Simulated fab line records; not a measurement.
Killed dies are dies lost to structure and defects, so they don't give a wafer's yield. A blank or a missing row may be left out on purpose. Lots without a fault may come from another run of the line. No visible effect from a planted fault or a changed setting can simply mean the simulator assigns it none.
Code-filled problem report in 8D (eight disciplines) form	flow sky130	the parts of the form that need people (team, actions taken, sign-off) are left out

## 1. THE ISSUE
PASSIVATION_CVD_02_THK at SKY_PASSIVATION_THK_MEAS_03 reads a mean of 256 nm on 2 wafers of 2 lots; wafers without a fault read 538 nm with a standard deviation of 6.2. Measured from the usual mean, that is -45 standard deviations.
The first sign was on wafer L499.2 at day 46 11:03, on film_metro-01. The record holds 33 wafers of 11 lots with a number at this step. The rule behind "out" and "out of limits": a value lying over 4 standard deviations away from the usual mean. All remaining wafers that have a number are taken as sound.

## 2. WHAT THIS IS AND IS NOT
question	is	is not
which readings at this step	PASSIVATION_CVD_02_THK	-
which lots	L499, L500	L489, L491, L495, L497, L498, L503, L504, L509, L510
which wafers of those lots	L499.2, L500.6	L499.1, L499.3, L500.2, L500.4
read on which gauges	film_metro-01, film_metro-04	film_metro-02
when	from day 46 11:03	up to then (17 sound wafers); but 14 sound wafers of L500, L503, L504, L509, L510 came after

## 3. SUSPECTS, AND WHAT RULES EACH OUT
Counting: any tool at a process step up to the reading remains a suspect provided it ran every lot that is out. Sound lots after the first of them don't rule it out here, since some wafers of a struck lot are sound.
- the gauge at SKY_PASSIVATION_THK_MEAS_03: ruled out. Those wafers that are out were read across 2 gauges (film_metro-01, film_metro-04).
- pecvd-01 at SKY_PASSIVATION_CVD_02 (deposits Si3N4, target thk 540 nm): kept. It processed each lot that is out (first: L499, day 46 10:49); up to then, its last sound lot is L497 (day 46 09:37).
- pecvd-01, SKY_PASSIVATION_CVD_02: wafers that are out in chamber 0, sound lot-mates in chambers 1, 2.
Remaining after the count: pecvd-01 at SKY_PASSIVATION_CVD_02.

## 4. THE CAUSE (what the simulator had put in)
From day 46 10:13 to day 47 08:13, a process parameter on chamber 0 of pecvd-01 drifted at SKY_PASSIVATION_CVD_02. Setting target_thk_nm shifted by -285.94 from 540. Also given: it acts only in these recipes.
This tool alone remained once counting was done.

## 5. THE CHAIN OF EFFECTS, in route order
Each row: a reading whose mean over the struck wafers that have a number lies more than 3 standard deviations from the usual. Only readings whose record carries a usual standard deviation are examined. hours: median over the lots of the time between each lot's start at the first step of this table that gives one and its start at this step. sigmas: the change, counted in usual standard deviations.
hours	step	reading	usual	on struck wafers	change	sigmas
0	SKY_PASSIVATION_THK_MEAS_03	PASSIVATION_CVD_02_THK	538 nm	256	-282	-45
20	SKY_PASSIVATION_ETCH_11	oes_product_au	0.975 a.u.	0.741	-0.234	-37
20	SKY_PASSIVATION_ETCH_11	throttle_valve_pct	5.964 %	5.896	-0.069	-7.4
Here are the process steps it includes:
- SKY_PASSIVATION_ETCH_11: etches the open film in CF4/O2, stops on AlCu, target depth 725 nm, time 161.1 s.
Later steps that measure or inspect, where all struck wafers having a row at the step show a number for every such reading and not one has moved that far: SKY_PAD_OPEN_BOW_MEAS_13.

## 6. HOW IT WOULD HAVE BEEN CAUGHT EARLIER
In this record the first reading out of limits at a measuring or inspecting step was taken at day 46 11:03, 1 hour after the fault began at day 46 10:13.
Tool readings at SKY_PASSIVATION_CVD_02 with a usual standard deviation given in the record: none out on any struck wafer, hence no alarm at a limit of 4 standard deviations on them.
L500, from the lots that are out (2), started SKY_PASSIVATION_CVD_02 on pecvd-01 later than day 46 11:03. Holding the tool at that time would have saved it.
